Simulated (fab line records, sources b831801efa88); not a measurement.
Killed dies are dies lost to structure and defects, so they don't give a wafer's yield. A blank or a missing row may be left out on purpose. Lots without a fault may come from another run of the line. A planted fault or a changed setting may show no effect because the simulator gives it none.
A struck lot beside a sound one | flow sky130 | 43 steps out of a route of 708
Sound: wafers L902.1, L902.4, L902.6. Struck: wafers L924.1, L924.3, L924.4. The cause comes at the end.
At each step with rows: each side's tool, then ch and its chambers, then its first start. Under that, the readings that differ: sound wafers | struck wafers | difference of the means | sigmas: that difference in standard deviations of wafers without a fault.
alike: readings whose means differ by less than 2 such deviations, and words and numbers that are the same on both sides. not compared: withheld readings, readings that some wafer has no value for, bounds like >300 that may hide the same value, and numbers for which the record gives no deviation and whose values overlap.
The two part at a step that has a row with sigmas, a row that says differs or no value, or rows on one side only. Numbers that don't overlap but have no deviation are shown without sigmas and don't part them. A reading that every wafer of one side lacks parts them only if that side has two wafers or more.

first, 3 steps without rows for these wafers: SKY_VIA2_CLEAN_18 (cleans in IPA, time 180 s); SKY_VIA2_CLEAN_19 (cleans in O3/DIW); SKY_VIA2_SPUTTER_20 (material TiN, target thk 20 nm, time 80 s).
SKY_VIA2_CVD_21: deposits W, target thk 420 nm, time 126.4 s.
  sound on cvd_w-01 ch 0,1, day 36 17:07; struck on cvd_w-01 ch 0, day 42 19:01
  alike: heater_power_w
  not compared: since_wet_clean_h
SKY_VIA2_RS_MEAS_22: measures by four-point-probe.
  sound on film_metro-01, day 36 17:14; struck on film_metro-02, day 42 19:17
  alike: VIA2_W_RS
SKY_VIA2_THK_MEAS_23: measures by xrf.
  sound on film_metro-01, day 36 17:22; struck on film_metro-02, day 42 19:24
  alike: VIA2_W_THK
then, 2 steps without rows for these wafers: SKY_VIA2_CMP_24 (polishes, stops on SiO2, t overpolish 20 s, target thk 0 nm); SKY_METAL3_SPUTTER_00 (material Ti, target thk 15 nm, time 10 s).
SKY_METAL3_SPUTTER_01: material TiN, target thk 20 nm, time 16.7 s.
  sound on pvd_sputter-01, day 36 17:54; struck on pvd_sputter-01, day 42 19:47
  alike: throttle_valve_pct
then, 1 step without rows for these wafers: SKY_METAL3_SPUTTER_02 (material AlCu, target thk 735 nm, time 39.1 s).
SKY_METAL3_SPUTTER_03: material Ti, target thk 5 nm, time 3.3 s.
  sound on pvd_sputter-01, day 36 17:58; struck on pvd_sputter-01, day 42 19:51
  alike: throttle_valve_pct
then, 1 step without rows for these wafers: SKY_METAL3_SPUTTER_04 (material TiN, target thk 70 nm, time 58.3 s).
SKY_CAPM_CVD_00: deposits SiO2, target thk 15.5 nm.
  sound on pecvd-04 ch 0,1,2, day 36 18:02; struck on pecvd-04 ch 1,2, day 42 19:55
  alike: heater_power_w
SKY_CAPM_THK_MEAS_01:
  sound on film_metro-04, day 36 18:04; struck on film_metro-03, day 42 19:56
  alike: CAPM_CVD_00_THK
then, 1 step without rows for these wafers: SKY_CAPM_SPUTTER_02 (material TiN, target thk 200 nm, time 166.7 s).
SKY_CAPM_RS_MEAS_03: measures by four-point-probe.
  sound on film_metro-03, day 36 18:13; struck on film_metro-01, day 42 20:07
  alike: CAPM_TIN_RS
SKY_CAPM_THK_MEAS_04: measures by xrf.
  sound on film_metro-03, day 36 18:20; struck on film_metro-01, day 42 20:14
  alike: CAPM_TIN_THK
then, 7 steps without rows for these wafers: SKY_CAPM_DEHYDRATE_05 (time 60 s); SKY_CAPM_HMDS_06 (prime time 60 s); SKY_CAPM_COAT_07 (resist thk 1140 nm); SKY_CAPM_SOFTBAKE_08 (time 60 s); SKY_CAPM_EXPOSE_09 (exposes mask CAPM, target cd 1000 nm); SKY_CAPM_PEB_10; SKY_CAPM_DEVELOP_11 (develop time 60 s).
SKY_CAPM_OVL_MEAS_12:
  sound on overlay-01, day 37 20:19; struck on overlay-02, day 43 19:08
  reading       | sound        | struck         | difference | sigmas
  CAPM_OVL (nm) | 1.9 -0.2 2.7 | -3.0 -1.6 -0.7 | -3.2       | -2
SKY_CAPM_METAL_ETCH_13: etches TiN in Cl2/BCl3, stops on SiO2, target depth 220 nm, time 62.9 s.
  sound on rie_metal-03 ch 0,1, day 37 20:22; struck on rie_metal-02 ch 0,1, day 43 19:11
  alike: drypump_motor_current_A, oes_product_au, throttle_valve_pct
  not compared: rf_hours_counter_h
then, 12 steps without rows for these wafers: SKY_CAPM_STRIP_14 (strips in O2/N2); SKY_CAPM_STRIP_15 (strips in post etch residue remover, time 1200 s); SKY_CAPM_CLEAN_16 (cleans in IPA, time 180 s); SKY_CAPM_CLEAN_17 (cleans in O3/DIW); SKY_METAL3_DEHYDRATE_05 (time 60 s); SKY_METAL3_HMDS_06 (prime time 60 s); SKY_METAL3_COAT_07 (resist thk 60 nm); SKY_METAL3_COAT_08 (resist thk 1140 nm); SKY_METAL3_SOFTBAKE_09 (time 90 s); SKY_METAL3_EXPOSE_10 (exposes mask MM3, target cd 300 nm); SKY_METAL3_PEB_11; SKY_METAL3_DEVELOP_12 (develop time 60 s).
SKY_METAL3_CD_MEAS_13: target cd 300 nm.
  sound on cd_sem-01, day 38 22:37; struck on cd_sem-02, day 44 17:05
  alike: cd_nm
SKY_METAL3_OVL_MEAS_14:
  sound on overlay-02, day 38 22:44; struck on overlay-02, day 44 17:13
  alike: METAL3_OVL
then, 1 step without rows for these wafers: SKY_METAL3_DESCUM_15 (chemistry O2, time 8 s).
SKY_METAL3_ETCH_16: etches BARC in N2/H2, stops on SiO2, time 88.2 s, target depth 60 nm.
  sound on rie_metal-02 ch 0, day 38 22:50; struck on rie_metal-04 ch 0,1, day 44 17:17
  alike: drypump_motor_current_A, oes_product_au, throttle_valve_pct
  not compared: rf_hours_counter_h
-- the record jumps here: 6 days lie between the struck wafers' starts before and after (it left off in module METAL3 and takes up again in module PAD_OPEN, whose first step shown is number 708 of the route) --
SKY_PAD_OPEN_PROBE_99:
  sound on prober-01, day 46 03:34; struck on prober-02, day 50 15:40
  reading                               | sound            | struck            | difference | sigmas
  defect_limited_yield (%)              | 81.5 80.1 83.3   | 76.6 76.4 74.6    | -5.8       | -3
  killed_at_other                       | 0 0 0            | 42 36 47          | +42        | +77
  killed_dies                           | 91 98 82         | 115 116 125       | +28        | +3
  sort_bin_3_pad_short (%)              | 0.8 1.4 0.6      | 1.4 1.6 2.8       | +1.0       | +2
  sort_bin_5_function (%)               | 11.8 10.6 7.5    | 15.4 14.2 15.7    | +5.1       | +3
  sort_n_pass                           | 401 394 410      | 377 376 367       | -28        | -3
  sort_yield_pct (%)                    | 81.5 80.1 83.3   | 76.6 76.4 74.6    | -5.8       | -3
  model.etest.tester.sort_n_pass        | 401 394 410      | 377 376 367       | -28        |
  model.etest.tester.sort_yield_pct (%) | 81.5 80.08 83.33 | 76.63 76.42 74.59 | -5.76      |
  model.etest.tester.sort_bin_5_pct (%) | 11.79 10.57 7.52 | 15.45 14.23 15.65 | +5.15      |
  alike: killed_at_M0_to_M3, killed_at_M4_up, killed_at_contacts, killed_at_front_end, killed_open, killed_short, sort_bin_6_memory
  not compared: model.etest.tester.sort_bin_3_pct

WHERE THEY PART
First at SKY_CAPM_OVL_MEAS_12; last, within this record, at SKY_PAD_OPEN_PROBE_99.

WHY: what the simulator had put in
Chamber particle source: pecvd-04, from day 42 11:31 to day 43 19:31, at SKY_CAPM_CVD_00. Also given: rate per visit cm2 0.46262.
